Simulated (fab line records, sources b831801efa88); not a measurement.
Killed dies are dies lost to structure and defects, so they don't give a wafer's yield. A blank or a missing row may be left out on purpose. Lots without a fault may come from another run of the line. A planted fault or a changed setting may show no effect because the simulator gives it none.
Which tool did it? | flow gf180mcu | 12 lots, 36 wafers sampled, at 4 steps of a route of 602

WHAT THE GAUGES READ, wafer by wafer
GF_HV_LDD_RS_MEAS_53: measures by four-point-probe. Usual: HV_LDD_RS 418.5 ohm/sq, standard deviation 0.93.
lot  | measured     | on            | HV_LDD_RS (ohm/sq) | flag
L108 | day 12 03:51 | film_metro-03 | 418.6 418.1 418.7  |
L109 | day 12 07:10 | film_metro-01 | 418.9 419.2 418.8  |
L113 | day 13 13:28 | film_metro-04 | 417.7 418.6 416.9  |
L116 | day 15 01:57 | film_metro-04 | 422.5 422.8 423.4  | OFF
L118 | day 15 21:35 | film_metro-03 | 424.0 423.7 424.2  | OFF
L121 | day 17 07:01 | film_metro-03 | 417.6 418.3 418.9  |
L126 | day 18 21:40 | film_metro-01 | 419.4 418.1 417.2  |
L125 | day 18 22:55 | film_metro-03 | 420.5 420.8 421.2  |
L127 | day 19 05:25 | film_metro-03 | 419.9 419.8 420.9  |
L128 | day 19 12:04 | film_metro-04 | 418.0 417.1 417.3  |
L130 | day 19 19:28 | film_metro-01 | 418.5 418.1 416.9  |
L131 | day 20 12:33 | film_metro-04 | 419.1 418.9 417.8  |

GF_V4_BOW_MEAS_05. Usual: V4_BOW 134 um, standard deviation 10.
lot  | measured     | on            | V4_BOW (um) | flag
L108 | day 23 01:29 | film_metro-03 | 153 149 135 |
L109 | day 23 05:54 | film_metro-03 | 144 150 155 |
L113 | day 24 17:21 | film_metro-01 | 134 131 134 |
L116 | day 26 07:57 | film_metro-04 | 145 131 140 |
L118 | day 27 01:07 | film_metro-03 | 122 138 142 |
L121 | day 28 07:01 | film_metro-04 | 141 155 139 |
L126 | day 29 11:56 | film_metro-01 | 115 123 108 |
L125 | day 29 15:22 | film_metro-03 | 111 124 124 |
L127 | day 29 21:47 | film_metro-01 | 128 131 135 |
L128 | day 30 01:55 | film_metro-03 | 137 128 132 |
L130 | day 30 07:04 | film_metro-04 | 140 136 137 |
L131 | day 30 20:50 | film_metro-01 | 125 140 136 |

WHICH TOOL RAN EACH LOT (tool, then ch and the chambers of the sampled wafers, then the start)
lot  | GF_HV_LDD_IMPLANT_09            | GF_M3_SPUTTER_01
L108 | implanter-02 ch 0, day 9 20:37  | pvd_sputter-01, day 19 21:50
L109 | implanter-03 ch 0, day 9 22:47  | pvd_sputter-01, day 20 03:07
L113 | implanter-01 ch 0, day 11 02:58 | pvd_sputter-01, day 21 16:20
L116 | implanter-02 ch 0, day 12 12:37 | pvd_sputter-04, day 23 08:23
L118 | implanter-02 ch 0, day 13 06:04 | pvd_sputter-03, day 24 03:08
L121 | implanter-03 ch 0, day 14 13:29 | pvd_sputter-03, day 25 12:46
L126 | implanter-02 ch 0, day 15 23:56 | pvd_sputter-01, day 26 22:46
L125 | implanter-03 ch 0, day 16 00:35 | pvd_sputter-03, day 27 01:38
L127 | implanter-03 ch 0, day 16 06:50 | pvd_sputter-04, day 27 07:17
L128 | implanter-02 ch 0, day 16 12:08 | pvd_sputter-03, day 27 11:48
L130 | implanter-01 ch 0, day 16 20:08 | pvd_sputter-03, day 27 17:43
L131 | implanter-03 ch 0, day 17 11:49 | pvd_sputter-03, day 28 08:40
- GF_HV_LDD_IMPLANT_09
- GF_M3_SPUTTER_01: material TiN, target thk 30 nm, time 25 s.

WHAT THE TOOLS THEMSELVES READ (means of the sampled wafers that have a number; where no wafer has one, the mark that the record gives instead)
GF_HV_LDD_IMPLANT_09. Usual: dose_ions_cm2 1.0002e+14, standard deviation 1.1e+11; end_station_pressure_torr 5.48e-06 Torr, standard deviation 2.8e-07.
lot  | tool         | dose_ions_cm2 | end_station_pressure_torr (Torr) | flag
L108 | implanter-02 | 9.9933e+13    | 5.75e-06                         |
L109 | implanter-03 | 1.0004e+14    | 5.51e-06                         |
L113 | implanter-01 | 1.0008e+14    | 5.65e-06                         |
L116 | implanter-02 | 9.7343e+13    | 5.65e-06                         | OFF
L118 | implanter-02 | 9.7337e+13    | 5.55e-06                         | OFF
L121 | implanter-03 | 1.0014e+14    | 5.28e-06                         |
L126 | implanter-02 | 9.9970e+13    | 5.34e-06                         |
L125 | implanter-03 | 1.0016e+14    | 5.46e-06                         |
L127 | implanter-03 | 9.9913e+13    | 5.45e-06                         |
L128 | implanter-02 | 1.0006e+14    | 5.46e-06                         |
L130 | implanter-01 | 1.0001e+14    | 5.57e-06                         |
L131 | implanter-03 | 9.9957e+13    | 5.45e-06                         |

GF_M3_SPUTTER_01. Usual: chamber_pressure_pa 0.4000 Pa, standard deviation 0.00079; throttle_valve_pct 29.5 %, standard deviation 1.3.
lot  | tool           | chamber_pressure_pa (Pa) | throttle_valve_pct (%) | flag
L108 | pvd_sputter-01 | 0.4005                   | 30.0                   |
L109 | pvd_sputter-01 | 0.4003                   | 31.8                   |
L113 | pvd_sputter-01 | 0.3998                   | 29.4                   |
L116 | pvd_sputter-04 | 0.4002                   | 29.5                   |
L118 | pvd_sputter-03 | 0.3999                   | 30.2                   |
L121 | pvd_sputter-03 | 0.3997                   | 29.4                   |
L126 | pvd_sputter-01 | 0.4004                   | 29.4                   |
L125 | pvd_sputter-03 | 0.3997                   | 29.4                   |
L127 | pvd_sputter-04 | 0.4005                   | 30.1                   |
L128 | pvd_sputter-03 | 0.3996                   | 29.4                   |
L130 | pvd_sputter-03 | 0.4009                   | 28.9                   |
L131 | pvd_sputter-03 | 0.3998                   | 28.9                   |

THE ANSWER, worked out from the rows above alone
Rule: a lot is off if the mean of its wafers that have a number lies more than 3 standard deviations from the usual mean. A lot without any number at a reading at which 4 lots or more have one is off too. The other lots that the step has rows for count as sound. The gauges are gone through in route order, then the tools' own readings, and for those a lot's mean is taken as printed above. The first step at which some lot is off is used, and at that step the reading that is off furthest; a lot without a number counts as furthest.
Off: L116, L118, at GF_HV_LDD_RS_MEAS_53 (HV_LDD_RS).
A tool fits if, at a process step before that reading, it ran every lot that is off, and no sound lot after the first of them. The gauges at GF_HV_LDD_RS_MEAS_53 aren't tried: what is off there is off at GF_HV_LDD_IMPLANT_09 too, on other tools, and a gauge's error can't cause that. None of those tried fits.

WHAT THE SIMULATOR HAD PUT IN
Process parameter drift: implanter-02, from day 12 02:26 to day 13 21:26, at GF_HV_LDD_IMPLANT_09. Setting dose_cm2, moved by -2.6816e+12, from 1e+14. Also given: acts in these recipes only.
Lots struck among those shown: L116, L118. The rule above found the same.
